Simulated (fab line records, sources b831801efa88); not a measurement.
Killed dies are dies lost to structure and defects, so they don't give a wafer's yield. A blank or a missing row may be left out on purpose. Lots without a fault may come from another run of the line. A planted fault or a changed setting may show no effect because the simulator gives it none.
A struck lot beside a sound one | flow sky130 | 15 steps out of a route of 708
Sound: wafers L903.1, L903.3, L903.6. Struck: wafers L911.2, L911.4, L911.6. The cause comes at the end.
At each step with rows: each side's tool, then ch and its chambers, then its first start. Under that, the readings that differ: sound wafers | struck wafers | difference of the means | sigmas: that difference in standard deviations of wafers without a fault.
alike: readings whose means differ by less than 2 such deviations, and words and numbers that are the same on both sides. not compared: withheld readings, readings that some wafer has no value for, bounds like >300 that may hide the same value, and numbers for which the record gives no deviation and whose values overlap.
The two part at a step that has a row with sigmas, a row that says differs or no value, or rows on one side only. Numbers that don't overlap but have no deviation are shown without sigmas and don't part them. A reading that every wafer of one side lacks parts them only if that side has two wafers or more.

first, 4 steps without rows for these wafers: SKY_LDD_N_SOFTBAKE_03 (time 60 s); SKY_LDD_N_EXPOSE_04 (exposes mask NTM, target cd 840 nm); SKY_LDD_N_PEB_05; SKY_LDD_N_DEVELOP_06 (develop time 60 s).
SKY_LDD_N_OVL_MEAS_07:
  sound on overlay-01, day 20 05:26; struck on overlay-01, day 23 15:28
  alike: LDD_N_OVL
then, 7 steps without rows for these wafers: SKY_LDD_N_IMPLANT_08; SKY_LDD_N_IMPLANT_09; SKY_LDD_N_IMPLANT_10; SKY_LDD_N_IMPLANT_11; SKY_LDD_N_IMPLANT_12; SKY_LDD_N_IMPLANT_13; SKY_LDD_N_IMPLANT_14.
SKY_LDD_N_IMPLANT_15:
  sound on implanter-02 ch 0, day 20 06:31; struck on implanter-04 ch 0, day 23 16:34
  reading            | sound                         | struck                        | difference | sigmas
  dose_ions_cm2      | 4.994e+12 5.006e+12 5.005e+12 | 2.198e+12 2.188e+12 2.182e+12 | -2.812e+12 | -99 or more
  faraday_current_uA | 28.6 27.7 28.6                | 12.3 12.0 12.1                | -16.2      | -28
  alike: tilt_deg
SKY_LDD_N_STRIP_16: strips in O2/N2.
  sound on plasma_asher-01 ch 0,1, day 20 06:40; struck on plasma_asher-02 ch 0,1, day 23 16:42
  alike: chamber_pressure_mTorr, drypump_motor_current_A, oes_product_au, strip_time_to_endpoint_s
  not compared: rf_hours_counter_h
-- the record jumps here: 26 days lie between the struck wafers' starts before and after (it left off in module LDD_N and takes up again in module PAD_OPEN, whose first step shown is number 708 of the route) --
SKY_PAD_OPEN_PROBE_99:
  sound on prober-02, day 47 12:17; struck on prober-02, day 49 19:08
  reading                                   | sound                | struck               | difference | sigmas
  model.etest.tip_n.rs_ohm_sq               | 441.6 438.7 440.3    | 438.1 432.7 434.9    | -5.0       |
  model.etest.nfet_01v8_turned.vt_sat_v (V) | 0.6367 0.6402 0.6387 | 0.62 0.6097 0.6102   | -0.03      |
  model.etest.nfet_01v8_turned.vt_v (V)     | 0.6937 0.6923 0.6932 | 0.6893 0.6768 0.6842 | -0.0096    |
  model.etest.nfet_01v8_lvt.vt_v (V)        | 0.6066 0.6054 0.6048 | 0.6019 0.596 0.6021  | -0.0056    |
  alike: killed_at_M0_to_M3, killed_at_M4_up, killed_at_contacts, killed_at_front_end, killed_at_other, killed_dies, killed_open, killed_short
  not compared: model.etest.nfet_01v8_lvt.vt_sat_v, model.etest.nfet_01v8_swapped.vt_sat_v, model.etest.nfet_01v8.vt_sat_v

WHERE THEY PART
Only at SKY_LDD_N_IMPLANT_15, within this record. Later steps at which nothing parts them and some readings are alike: SKY_LDD_N_STRIP_16, SKY_PAD_OPEN_PROBE_99.

WHY: what the simulator had put in
Process parameter drift: implanter-04, from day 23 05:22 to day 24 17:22, at SKY_LDD_N_IMPLANT_15. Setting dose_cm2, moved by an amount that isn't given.
